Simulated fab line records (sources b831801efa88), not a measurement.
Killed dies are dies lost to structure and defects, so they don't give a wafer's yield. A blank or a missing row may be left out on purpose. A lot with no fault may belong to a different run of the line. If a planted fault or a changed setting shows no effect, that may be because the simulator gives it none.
Matching of chambers + flow sky130 + SKY_VIA2_CMP_02 on cmp-01: 4 sister chambers
The step polishes SiO2. 8 wafers are shown with their chamber, then 12 later ones without.

## WAFERS WITH THEIR CHAMBER
| wafer  | chamber | motor_current_A (A) | head_pressure_psi (psi) |
|--------|---------|---------------------|-------------------------|
| L087.6 | 2       | 10.8                | 4.009                   |
| L089.6 | 1       | 13.9                | 4.009                   |
| L091.2 | 1       | 13.7                | 4.019                   |
| L091.3 | 0       | 11.2                | 4.009                   |
| L091.6 | 3       | 12.9                | 3.986                   |
| L092.3 | 0       | 11.0                | 4.005                   |
| L092.5 | 2       | 10.4                | 4.003                   |
| L092.6 | 3       | 12.9                | 3.999                   |

## WAFERS WHOSE CHAMBER IS MISSING
| wafer  | motor_current_A (A) | head_pressure_psi (psi) |
|--------|---------------------|-------------------------|
| L094.1 | 13.9                | 3.987                   |
| L094.3 | 11.1                | 3.991                   |
| L094.5 | 10.7                | 3.997                   |
| L095.2 | 11.2                | 3.995                   |
| L095.3 | 11.2                | 4.013                   |
| L095.5 | 10.9                | 3.991                   |
| L097.1 | 12.1                | 4.003                   |
| L097.4 | 11.7                | 3.992                   |
| L097.5 | 11.3                | 3.990                   |
| L096.1 | 11.5                | 3.993                   |
| L096.2 | 12.9                | 4.010                   |
| L096.4 | 11.3                | 3.974                   |

## EACH ONE'S CHAMBER
| wafer  | from the rows above     | in truth                   |
|--------|-------------------------|----------------------------|
| L094.1 | can't be placed: 1 or 3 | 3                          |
| L094.3 | can't be placed: 0 or 2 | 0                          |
| L094.5 | can't be placed: 2 or 0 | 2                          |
| L095.2 | can't be placed: 0 or 2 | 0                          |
| L095.3 | 0                       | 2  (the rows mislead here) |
| L095.5 | can't be placed: 0 or 2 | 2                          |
| L097.1 | can't be placed: 3 or 0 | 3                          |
| L097.4 | 0                       | 0                          |
| L097.5 | can't be placed: 0 or 2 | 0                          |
| L096.1 | 0                       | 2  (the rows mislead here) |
| L096.2 | 3                       | 3                          |
| L096.4 | can't be placed: 0 or 2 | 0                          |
Correct placement for 2 of the 12. From these rows, 8 cannot be placed; in 8 the true chamber is one of the candidates. 2 placed wrongly.
How it was worked out, from the rows above alone: a wafer's distance from a chamber is the root of the sum, over the readings, of the square of ((its reading less the chamber's mean) divided by the reading's scatter). The wafer belongs to the nearest chamber; if the next one is less than 2 further off, it can't be placed. The mean given for a chamber averages the wafers shown for that chamber. The scatter: take each reading less its chamber's mean, square it, sum over the shown wafers, divide by the number of wafers less the number of chambers, and take the root.
